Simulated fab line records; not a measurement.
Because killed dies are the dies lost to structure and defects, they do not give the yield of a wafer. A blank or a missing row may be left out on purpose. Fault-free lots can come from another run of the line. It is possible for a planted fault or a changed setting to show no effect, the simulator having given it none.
The tool behind it: which one? -- flow gf180mcu -- Sampling: 7 lots, 20 wafers, 2 of 602 route steps

## WHAT EACH GAUGE READ, for each wafer
GF_HV_LDD_CD_MEAS_31: target cd 400 nm.
lot,measured,on,cd-nm (nm)
L400,day 11 14:34,cd-sem-01,402.0 402.9 400.2
L402,day 11 23:10,cd-sem-01,399.2 402.8 399.1
L405,day 12 23:08,cd-sem-01,402.8 403.5 400.6
L407,day 13 19:02,cd-sem-01,402.7 400.5 402.6
L414,day 16 11:25,cd-sem-02,400.1 399.1
L417,day 17 08:58,cd-sem-02,398.6 397.5 397.9
L420,day 18 04:01,cd-sem-02,401.8 400.3 402.6

## EACH LOT AND THE TOOL THAT RAN IT (in order: tool; ch and the chambers of the sampled wafers; start)
lot,GF_POLY_GATE_SOFTBAKE_06
L400,"litho-track-03 ch 0, day 9 00:00"
L402,"litho-track-04 ch 0, day 9 05:00"
L405,"litho-track-04 ch 0, day 10 03:00"
L407,"litho-track-04 ch 0, day 10 18:00"
L414,"litho-track-03 ch 0, day 13 00:00"
L417,"litho-track-02 ch 0, day 13 18:00"
L420,"litho-track-02 ch 0, day 14 19:00"
- GF_POLY_GATE_SOFTBAKE_06: time 60 s.

## THE ANSWER, worked out from the rows above alone
Rule: the lots themselves supply what counts as usual. The widest of any qualifying gaps counts: lots, ordered by their means at a reading, are off when they make up no more than a third of the lots, leave a main group of 4 or more, and stand apart from it by 3 or more times the standard deviation of that group's means. A main group whose means are all the same, to the digits that the tables above print for the reading, isn't used. A lot without any number at a reading at which 4 lots or more have one is off too. Where the step has rows for the other lots, those lots are counted as sound.
Nothing can be told from this: no lot is off at any reading shown.

## WHAT THE SIMULATOR PUT IN
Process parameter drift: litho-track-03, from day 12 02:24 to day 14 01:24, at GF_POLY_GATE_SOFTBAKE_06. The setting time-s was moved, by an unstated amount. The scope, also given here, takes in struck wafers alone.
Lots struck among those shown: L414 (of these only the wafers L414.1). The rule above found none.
